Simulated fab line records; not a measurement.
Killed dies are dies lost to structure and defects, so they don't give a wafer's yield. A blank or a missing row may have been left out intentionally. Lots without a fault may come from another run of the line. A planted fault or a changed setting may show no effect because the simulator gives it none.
Which of the tools did it? :: flow sky130 :: 10 lots with 30 wafers sampled at 7 steps, on a route of 708 steps

WHAT THE GAUGES READ, wafer by wafer
Not one reading of a measure or inspect step in the record can be checked against a usual standard deviation.

TOOL THAT RAN EACH LOT (tool first, then ch and the chambers of the sampled wafers, then the start)
lot: L944
SKY_LI_CONTACT_STRIP_16: plasma-asher-04 ch 0,1, day 30 19:13
SKY_LI_CONTACT_CMP_24: cmp-02 ch 0,1,2, day 30 20:00
SKY_LOCAL_INTERCONNECT_ETCH_13: rie-metal-04 ch 0,1, day 31 23:32
SKY_LOCAL_INTERCONNECT_METAL_ETCH_14: rie-metal-04 ch 0,1, day 31 23:37
SKY_LOCAL_INTERCONNECT_STRIP_15: plasma-asher-04 ch 0,1, day 31 23:40
SKY_CONTACT_ETCH_18: rie-diel-04 ch 1,2, no start
SKY_PAD_OPEN_PROBE_99: -

lot: L945
SKY_LI_CONTACT_STRIP_16: plasma-asher-03 ch 0,1, day 31 02:14
SKY_LI_CONTACT_CMP_24: cmp-01 ch 0,1,3, day 31 03:01
SKY_LOCAL_INTERCONNECT_ETCH_13: rie-metal-02 ch 0,1, day 32 07:08
SKY_LOCAL_INTERCONNECT_METAL_ETCH_14: rie-metal-02 ch 0,1, day 32 07:13
SKY_LOCAL_INTERCONNECT_STRIP_15: plasma-asher-04 ch 0,1, day 32 07:16
SKY_CONTACT_ETCH_18: rie-diel-02 ch 0,1,3, no start
SKY_PAD_OPEN_PROBE_99: -

lot: L946
SKY_LI_CONTACT_STRIP_16: plasma-asher-04 ch 0,1, day 31 02:46
SKY_LI_CONTACT_CMP_24: cmp-02 ch 1,2, day 31 03:30
SKY_LOCAL_INTERCONNECT_ETCH_13: rie-metal-04 ch 0,1, day 32 07:41
SKY_LOCAL_INTERCONNECT_METAL_ETCH_14: rie-metal-04 ch 0,1, day 32 07:46
SKY_LOCAL_INTERCONNECT_STRIP_15: plasma-asher-03 ch 0,1, day 32 07:49
SKY_CONTACT_ETCH_18: rie-diel-04 ch 0,3, no start
SKY_PAD_OPEN_PROBE_99: -

lot: L947
SKY_LI_CONTACT_STRIP_16: plasma-asher-04 ch 0,1, day 31 21:09
SKY_LI_CONTACT_CMP_24: cmp-02 ch 0,2,3, day 31 21:58
SKY_LOCAL_INTERCONNECT_ETCH_13: rie-metal-04 ch 0,1, day 33 01:34
SKY_LOCAL_INTERCONNECT_METAL_ETCH_14: rie-metal-04 ch 0,1, day 33 01:37
SKY_LOCAL_INTERCONNECT_STRIP_15: plasma-asher-04 ch 0,1, day 33 01:41
SKY_CONTACT_ETCH_18: rie-diel-04 ch 0,1,3, no start
SKY_PAD_OPEN_PROBE_99: -

lot: L948
SKY_LI_CONTACT_STRIP_16: plasma-asher-04 ch 0,1, day 32 11:06
SKY_LI_CONTACT_CMP_24: cmp-02 ch 1,2, day 32 11:52
SKY_LOCAL_INTERCONNECT_ETCH_13: rie-metal-02 ch 1, day 33 15:40
SKY_LOCAL_INTERCONNECT_METAL_ETCH_14: rie-metal-02 ch 1, day 33 15:46
SKY_LOCAL_INTERCONNECT_STRIP_15: plasma-asher-03 ch 0,1, day 33 15:52
SKY_CONTACT_ETCH_18: rie-diel-03 ch 1,2,3, no start
SKY_PAD_OPEN_PROBE_99: -

lot: L952
SKY_LI_CONTACT_STRIP_16: plasma-asher-01 ch 0,1, day 33 12:40
SKY_LI_CONTACT_CMP_24: cmp-01 ch 0,2, day 33 13:25
SKY_LOCAL_INTERCONNECT_ETCH_13: rie-metal-04 ch 0,1, day 34 16:26
SKY_LOCAL_INTERCONNECT_METAL_ETCH_14: rie-metal-04 ch 0,1, day 34 16:31
SKY_LOCAL_INTERCONNECT_STRIP_15: plasma-asher-02 ch 0,1, day 34 16:34
SKY_CONTACT_ETCH_18: rie-diel-04 ch 0,1,3, no start
SKY_PAD_OPEN_PROBE_99: -

lot: L953
SKY_LI_CONTACT_STRIP_16: plasma-asher-04 ch 0,1, day 33 16:07
SKY_LI_CONTACT_CMP_24: cmp-02 ch 0,1, day 33 16:55
SKY_LOCAL_INTERCONNECT_ETCH_13: rie-metal-01 ch 0,1, day 34 20:29
SKY_LOCAL_INTERCONNECT_METAL_ETCH_14: rie-metal-01 ch 0,1, day 34 20:33
SKY_LOCAL_INTERCONNECT_STRIP_15: plasma-asher-04 ch 0,1, day 34 20:37
SKY_CONTACT_ETCH_18: rie-diel-04 ch 0,2,3, no start
SKY_PAD_OPEN_PROBE_99: -

lot: L962
SKY_LI_CONTACT_STRIP_16: plasma-asher-04 ch 0,1, day 37 16:40
SKY_LI_CONTACT_CMP_24: cmp-02 ch 0,1,2, day 37 17:26
SKY_LOCAL_INTERCONNECT_ETCH_13: rie-metal-01 ch 0, day 38 19:43
SKY_LOCAL_INTERCONNECT_METAL_ETCH_14: rie-metal-01 ch 0, day 38 19:47
SKY_LOCAL_INTERCONNECT_STRIP_15: plasma-asher-03 ch 1, day 38 19:50
SKY_CONTACT_ETCH_18: -
SKY_PAD_OPEN_PROBE_99: prober-01, day 51 14:29

lot: L963
SKY_LI_CONTACT_STRIP_16: plasma-asher-03 ch 0,1, day 37 17:49
SKY_LI_CONTACT_CMP_24: cmp-02 ch 0,2, day 37 18:37
SKY_LOCAL_INTERCONNECT_ETCH_13: rie-metal-02 ch 0,1, day 38 20:40
SKY_LOCAL_INTERCONNECT_METAL_ETCH_14: rie-metal-02 ch 0,1, day 38 20:44
SKY_LOCAL_INTERCONNECT_STRIP_15: plasma-asher-04 ch 0,1, day 38 20:47
SKY_CONTACT_ETCH_18: -
SKY_PAD_OPEN_PROBE_99: prober-02, day 51 14:40

lot: L961
SKY_LI_CONTACT_STRIP_16: plasma-asher-03 ch 0,1, day 37 20:37
SKY_LI_CONTACT_CMP_24: cmp-01 ch 0,1,2, day 37 21:22
SKY_LOCAL_INTERCONNECT_ETCH_13: rie-metal-02 ch 0,1, day 38 23:34
SKY_LOCAL_INTERCONNECT_METAL_ETCH_14: rie-metal-02 ch 0,1, day 38 23:38
SKY_LOCAL_INTERCONNECT_STRIP_15: plasma-asher-02 ch 0,1, day 38 23:41
SKY_CONTACT_ETCH_18: -
SKY_PAD_OPEN_PROBE_99: prober-02, day 51 16:58
- SKY_LI_CONTACT_STRIP_16: strips in O2/N2.
- SKY_LI_CONTACT_CMP_24: polishes, stops on PSG, t overpolish 20 s, target thk 0 nm.
- SKY_LOCAL_INTERCONNECT_ETCH_13: etches BARC in N2/H2, stops on SiO2, time 45.9 s, target depth 60 nm.
- SKY_LOCAL_INTERCONNECT_METAL_ETCH_14: etches TiN in Cl2/BCl3, stops on PSG, target depth 110 nm, time 31.4 s.
- SKY_LOCAL_INTERCONNECT_STRIP_15: strips in O2/N2.
- SKY_CONTACT_ETCH_18: etches Si3N4 in CHF3/O2, stops on TiN, time 39 s, target depth 75 nm.
- SKY_PAD_OPEN_PROBE_99

WHAT THE TOOLS THEMSELVES READ (means of the sampled wafers that have a number; where no wafer has one, the mark that the record gives instead)
SKY_LI_CONTACT_STRIP_16. Usual: drypump-motor-current-A 6.0 A, standard deviation 0.35; oes-product-au 0.376 a.u., standard deviation 0.0048; strip-time-to-endpoint-s 3.49 s, standard deviation 0.033.
lot: L944
tool: plasma-asher-04
drypump-motor-current-A (A): 6.2
oes-product-au (a.u.): 0.376
strip-time-to-endpoint-s (s): 3.47
flag: 

lot: L945
tool: plasma-asher-03
drypump-motor-current-A (A): 5.8
oes-product-au (a.u.): 0.381
strip-time-to-endpoint-s (s): 3.50
flag: 

lot: L946
tool: plasma-asher-04
drypump-motor-current-A (A): 6.2
oes-product-au (a.u.): 0.378
strip-time-to-endpoint-s (s): 3.47
flag: 

lot: L947
tool: plasma-asher-04
drypump-motor-current-A (A): 6.0
oes-product-au (a.u.): 0.375
strip-time-to-endpoint-s (s): 3.49
flag: 

lot: L948
tool: plasma-asher-04
drypump-motor-current-A (A): 6.0
oes-product-au (a.u.): 0.375
strip-time-to-endpoint-s (s): 3.50
flag: 

lot: L952
tool: plasma-asher-01
drypump-motor-current-A (A): 5.9
oes-product-au (a.u.): 0.379
strip-time-to-endpoint-s (s): 3.46
flag: 

lot: L953
tool: plasma-asher-04
drypump-motor-current-A (A): 6.2
oes-product-au (a.u.): 0.374
strip-time-to-endpoint-s (s): 3.52
flag: 

lot: L962
tool: plasma-asher-04
drypump-motor-current-A (A): 6.2
oes-product-au (a.u.): 0.377
strip-time-to-endpoint-s (s): 3.50
flag: 

lot: L963
tool: plasma-asher-03
drypump-motor-current-A (A): 6.2
oes-product-au (a.u.): 0.375
strip-time-to-endpoint-s (s): 3.50
flag: 

lot: L961
tool: plasma-asher-03
drypump-motor-current-A (A): 6.2
oes-product-au (a.u.): 0.377
strip-time-to-endpoint-s (s): 3.49
flag: 

SKY_LI_CONTACT_CMP_24. Usual: motor-current-A 11.4 A, standard deviation 1.2; overpolish-run-s 20.000 s, standard deviation 0.0089; time-to-endpoint-s 98 s, standard deviation 3.5.
lot: L944
tool: cmp-02
motor-current-A (A): 11.0
overpolish-run-s (s): 20.000
time-to-endpoint-s (s): 98
flag: 

lot: L945
tool: cmp-01
motor-current-A (A): 12.0
overpolish-run-s (s): 20.005
time-to-endpoint-s (s): 98
flag: 

lot: L946
tool: cmp-02
motor-current-A (A): 10.6
overpolish-run-s (s): 20.012
time-to-endpoint-s (s): 92
flag: 

lot: L947
tool: cmp-02
motor-current-A (A): 11.0
overpolish-run-s (s): 20.003
time-to-endpoint-s (s): 98
flag: 

lot: L948
tool: cmp-02
motor-current-A (A): 10.6
overpolish-run-s (s): 19.995
time-to-endpoint-s (s): 94
flag: 

lot: L952
tool: cmp-01
motor-current-A (A): 11.3
overpolish-run-s (s): 20.011
time-to-endpoint-s (s): 93
flag: 

lot: L953
tool: cmp-02
motor-current-A (A): 12.3
overpolish-run-s (s): 20.001
time-to-endpoint-s (s): 99
flag: 

lot: L962
tool: cmp-02
motor-current-A (A): 11.0
overpolish-run-s (s): 19.994
time-to-endpoint-s (s): 94
flag: 

lot: L963
tool: cmp-02
motor-current-A (A): 11.2
overpolish-run-s (s): 19.991
time-to-endpoint-s (s): 95
flag: 

lot: L961
tool: cmp-01
motor-current-A (A): 12.2
overpolish-run-s (s): 20.000
time-to-endpoint-s (s): 103
flag: 

SKY_LOCAL_INTERCONNECT_ETCH_13. Usual: bias-w 99.98 W, standard deviation 0.29; chamber-pressure-mTorr 30.002 mTorr, standard deviation 0.03; drypump-motor-current-A 5.7 A, standard deviation 0.37; oes-product-au 0.854 a.u., standard deviation 0.005; throttle-valve-pct 13.224 %, standard deviation 0.0094.
lot: L944
tool: rie-metal-04
bias-w (W): 100.08
chamber-pressure-mTorr (mTorr): 29.995
drypump-motor-current-A (A): 5.6
oes-product-au (a.u.): 0.854
throttle-valve-pct (%): 13.240
flag: 

lot: L945
tool: rie-metal-02
bias-w (W): 99.83
chamber-pressure-mTorr (mTorr): 29.962
drypump-motor-current-A (A): 5.9
oes-product-au (a.u.): 0.848
throttle-valve-pct (%): 13.219
flag: 

lot: L946
tool: rie-metal-04
bias-w (W): 99.73
chamber-pressure-mTorr (mTorr): 30.014
drypump-motor-current-A (A): 5.8
oes-product-au (a.u.): 0.855
throttle-valve-pct (%): 13.233
flag: 

lot: L947
tool: rie-metal-04
bias-w (W): 100.01
chamber-pressure-mTorr (mTorr): 29.966
drypump-motor-current-A (A): 5.8
oes-product-au (a.u.): 0.857
throttle-valve-pct (%): 13.213
flag: 

lot: L948
tool: rie-metal-02
bias-w (W): 99.93
chamber-pressure-mTorr (mTorr): 30.029
drypump-motor-current-A (A): 5.3
oes-product-au (a.u.): 0.855
throttle-valve-pct (%): 13.223
flag: 

lot: L952
tool: rie-metal-04
bias-w (W): 99.89
chamber-pressure-mTorr (mTorr): 29.998
drypump-motor-current-A (A): 5.6
oes-product-au (a.u.): 0.859
throttle-valve-pct (%): 13.223
flag: 

lot: L953
tool: rie-metal-01
bias-w (W): 99.55
chamber-pressure-mTorr (mTorr): 29.972
drypump-motor-current-A (A): 5.9
oes-product-au (a.u.): 0.858
throttle-valve-pct (%): 13.236
flag: 

lot: L962
tool: rie-metal-01
bias-w (W): -
chamber-pressure-mTorr (mTorr): -
drypump-motor-current-A (A): -
oes-product-au (a.u.): -
throttle-valve-pct (%): -
flag: OFF

lot: L963
tool: rie-metal-02
bias-w (W): -
chamber-pressure-mTorr (mTorr): -
drypump-motor-current-A (A): -
oes-product-au (a.u.): -
throttle-valve-pct (%): -
flag: OFF

lot: L961
tool: rie-metal-02
bias-w (W): -
chamber-pressure-mTorr (mTorr): -
drypump-motor-current-A (A): -
oes-product-au (a.u.): -
throttle-valve-pct (%): -
flag: OFF

SKY_LOCAL_INTERCONNECT_METAL_ETCH_14. Usual: bcl3-flow-sccm 30.00 sccm, standard deviation 0.093; bias-w 48.51 W, standard deviation 0.13; drypump-motor-current-A 5.7 A, standard deviation 0.37; oes-product-au 0.941 a.u., standard deviation 0.0075; throttle-valve-pct 21.902 %, standard deviation 0.0099.
lot: L944
tool: rie-metal-04
bcl3-flow-sccm (sccm): 29.85
bias-w (W): 48.44
drypump-motor-current-A (A): 5.6
oes-product-au (a.u.): 0.953
throttle-valve-pct (%): 21.890
flag: 

lot: L945
tool: rie-metal-02
bcl3-flow-sccm (sccm): 30.00
bias-w (W): 48.51
drypump-motor-current-A (A): 5.9
oes-product-au (a.u.): 0.932
throttle-valve-pct (%): 21.889
flag: 

lot: L946
tool: rie-metal-04
bcl3-flow-sccm (sccm): 30.07
bias-w (W): 48.45
drypump-motor-current-A (A): 5.8
oes-product-au (a.u.): 0.935
throttle-valve-pct (%): 21.892
flag: 

lot: L947
tool: rie-metal-04
bcl3-flow-sccm (sccm): 30.00
bias-w (W): 48.60
drypump-motor-current-A (A): 5.8
oes-product-au (a.u.): 0.935
throttle-valve-pct (%): 21.904
flag: 

lot: L948
tool: rie-metal-02
bcl3-flow-sccm (sccm): 30.03
bias-w (W): 48.52
drypump-motor-current-A (A): 5.4
oes-product-au (a.u.): 0.945
throttle-valve-pct (%): 21.896
flag: 

lot: L952
tool: rie-metal-04
bcl3-flow-sccm (sccm): 30.04
bias-w (W): 48.44
drypump-motor-current-A (A): 5.6
oes-product-au (a.u.): 0.938
throttle-valve-pct (%): 21.900
flag: 

lot: L953
tool: rie-metal-01
bcl3-flow-sccm (sccm): 30.14
bias-w (W): 48.55
drypump-motor-current-A (A): 5.9
oes-product-au (a.u.): 0.946
throttle-valve-pct (%): 21.906
flag: 

lot: L962
tool: rie-metal-01
bcl3-flow-sccm (sccm): 29.96
bias-w (W): 48.65
drypump-motor-current-A (A): 6.1
oes-product-au (a.u.): 0.377
throttle-valve-pct (%): 22.253
flag: OFF

lot: L963
tool: rie-metal-02
bcl3-flow-sccm (sccm): 30.02
bias-w (W): 48.49
drypump-motor-current-A (A): 5.9
oes-product-au (a.u.): 0.376
throttle-valve-pct (%): 22.264
flag: OFF

lot: L961
tool: rie-metal-02
bcl3-flow-sccm (sccm): 30.03
bias-w (W): 48.58
drypump-motor-current-A (A): 5.6
oes-product-au (a.u.): 0.372
throttle-valve-pct (%): 22.257
flag: OFF

SKY_LOCAL_INTERCONNECT_STRIP_15. Usual: drypump-motor-current-A 6.1 A, standard deviation 0.38; oes-product-au 0.426 a.u., standard deviation 0.0044; strip-time-to-endpoint-s 4.702 s, standard deviation 0.019.
lot: L944
tool: plasma-asher-04
drypump-motor-current-A (A): 6.2
oes-product-au (a.u.): 0.422
strip-time-to-endpoint-s (s): 4.684
flag: 

lot: L945
tool: plasma-asher-04
drypump-motor-current-A (A): 6.2
oes-product-au (a.u.): 0.427
strip-time-to-endpoint-s (s): 4.690
flag: 

lot: L946
tool: plasma-asher-03
drypump-motor-current-A (A): 6.1
oes-product-au (a.u.): 0.427
strip-time-to-endpoint-s (s): 4.702
flag: 

lot: L947
tool: plasma-asher-04
drypump-motor-current-A (A): 6.2
oes-product-au (a.u.): 0.429
strip-time-to-endpoint-s (s): 4.681
flag: 

lot: L948
tool: plasma-asher-03
drypump-motor-current-A (A): 6.2
oes-product-au (a.u.): 0.422
strip-time-to-endpoint-s (s): 4.699
flag: 

lot: L952
tool: plasma-asher-02
drypump-motor-current-A (A): 6.0
oes-product-au (a.u.): 0.428
strip-time-to-endpoint-s (s): 4.725
flag: 

lot: L953
tool: plasma-asher-04
drypump-motor-current-A (A): 6.2
oes-product-au (a.u.): 0.425
strip-time-to-endpoint-s (s): 4.698
flag: 

lot: L962
tool: plasma-asher-03
drypump-motor-current-A (A): 5.4
oes-product-au (a.u.): 0.444
strip-time-to-endpoint-s (s): 5.152
flag: OFF

lot: L963
tool: plasma-asher-04
drypump-motor-current-A (A): 6.2
oes-product-au (a.u.): 0.445
strip-time-to-endpoint-s (s): 5.163
flag: OFF

lot: L961
tool: plasma-asher-02
drypump-motor-current-A (A): 6.2
oes-product-au (a.u.): 0.447
strip-time-to-endpoint-s (s): 5.180
flag: OFF

SKY_CONTACT_ETCH_18. Usual: O2_flow_sccm 5.000 sccm, standard deviation 0.015; bias-w 200.0 W, standard deviation 0.58; drypump-motor-current-A 5.9 A, standard deviation 0.32; oes-product-au 0.854 a.u., standard deviation 0.0082; throttle-valve-pct 8.794 %, standard deviation 0.0098.
lot: L944
tool: rie-diel-04
O2_flow_sccm (sccm): 4.995
bias-w (W): 199.9
drypump-motor-current-A (A): 6.2
oes-product-au (a.u.): 0.853
throttle-valve-pct (%): 8.789
flag: 

lot: L945
tool: rie-diel-02
O2_flow_sccm (sccm): 4.997
bias-w (W): 199.7
drypump-motor-current-A (A): 5.7
oes-product-au (a.u.): 0.853
throttle-valve-pct (%): 8.792
flag: 

lot: L946
tool: rie-diel-04
O2_flow_sccm (sccm): 5.007
bias-w (W): 201.1
drypump-motor-current-A (A): 5.9
oes-product-au (a.u.): 0.851
throttle-valve-pct (%): 8.792
flag: 

lot: L947
tool: rie-diel-04
O2_flow_sccm (sccm): 4.996
bias-w (W): 200.2
drypump-motor-current-A (A): 5.8
oes-product-au (a.u.): 0.848
throttle-valve-pct (%): 8.789
flag: 

lot: L948
tool: rie-diel-03
O2_flow_sccm (sccm): 5.003
bias-w (W): 200.2
drypump-motor-current-A (A): 6.2
oes-product-au (a.u.): 0.859
throttle-valve-pct (%): 8.790
flag: 

lot: L952
tool: rie-diel-04
O2_flow_sccm (sccm): 5.008
bias-w (W): 199.7
drypump-motor-current-A (A): 5.8
oes-product-au (a.u.): 0.856
throttle-valve-pct (%): 8.794
flag: 

lot: L953
tool: rie-diel-04
O2_flow_sccm (sccm): 5.013
bias-w (W): 199.7
drypump-motor-current-A (A): 6.0
oes-product-au (a.u.): 0.864
throttle-valve-pct (%): 8.797
flag: 

SKY_PAD_OPEN_PROBE_99. Usual: killed_at_M0_to_M3 43, standard deviation 6.8; killed_at_M4_up 3.1, standard deviation 1.8; killed-at-contacts 25, standard deviation 5.8; killed-at-front-end 15, standard deviation 4.2; killed-at-other 0.3, standard deviation 0.5; killed-dies 87, standard deviation 9.7; killed-on-rim 17, standard deviation 4.1; killed-open 47, standard deviation 7.3; killed-short 39, standard deviation 6.6.
lot: L962
tool: prober-01
killed_at_M0_to_M3: 47
killed_at_M4_up: 4.0
killed-at-contacts: 429
killed-at-front-end: 12
killed-at-other: 0.3
killed-dies: 492
killed-on-rim: 96
killed-open: 43
killed-short: 42
flag: OFF

lot: L963
tool: prober-02
killed_at_M0_to_M3: 42
killed_at_M4_up: 5.7
killed-at-contacts: 426
killed-at-front-end: 18
killed-at-other: 0.3
killed-dies: 492
killed-on-rim: 96
killed-open: 54
killed-short: 35
flag: OFF

lot: L961
tool: prober-02
killed_at_M0_to_M3: 46
killed_at_M4_up: 4.3
killed-at-contacts: 429
killed-at-front-end: 12
killed-at-other: 0.0
killed-dies: 492
killed-on-rim: 96
killed-open: 51
killed-short: 40
flag: OFF

THE ANSWER, worked out from the rows above alone
Rule: lot off if the mean of its wafers having a number is beyond 3 standard deviations from the usual mean. Also off: a lot with no number at a reading for which 4 or more lots have one. All remaining lots with rows at the step are treated as sound. First the gauges in route order, then the tools' own readings, where a lot's mean is used as printed above. At the first step where some lot is off, the reading lying furthest off is the one used; lots without a number count as furthest.
Off, at SKY_LOCAL_INTERCONNECT_ETCH_13 on bias-w: L962, L963, L961. Without a number there: L962, L963, L961.
If a tool, at that step or one of the process steps before it, ran each lot that is off and ran no sound lot following the first of them, it fits. No candidate that was tried fits.

WHAT THE SIMULATOR HAD PUT IN
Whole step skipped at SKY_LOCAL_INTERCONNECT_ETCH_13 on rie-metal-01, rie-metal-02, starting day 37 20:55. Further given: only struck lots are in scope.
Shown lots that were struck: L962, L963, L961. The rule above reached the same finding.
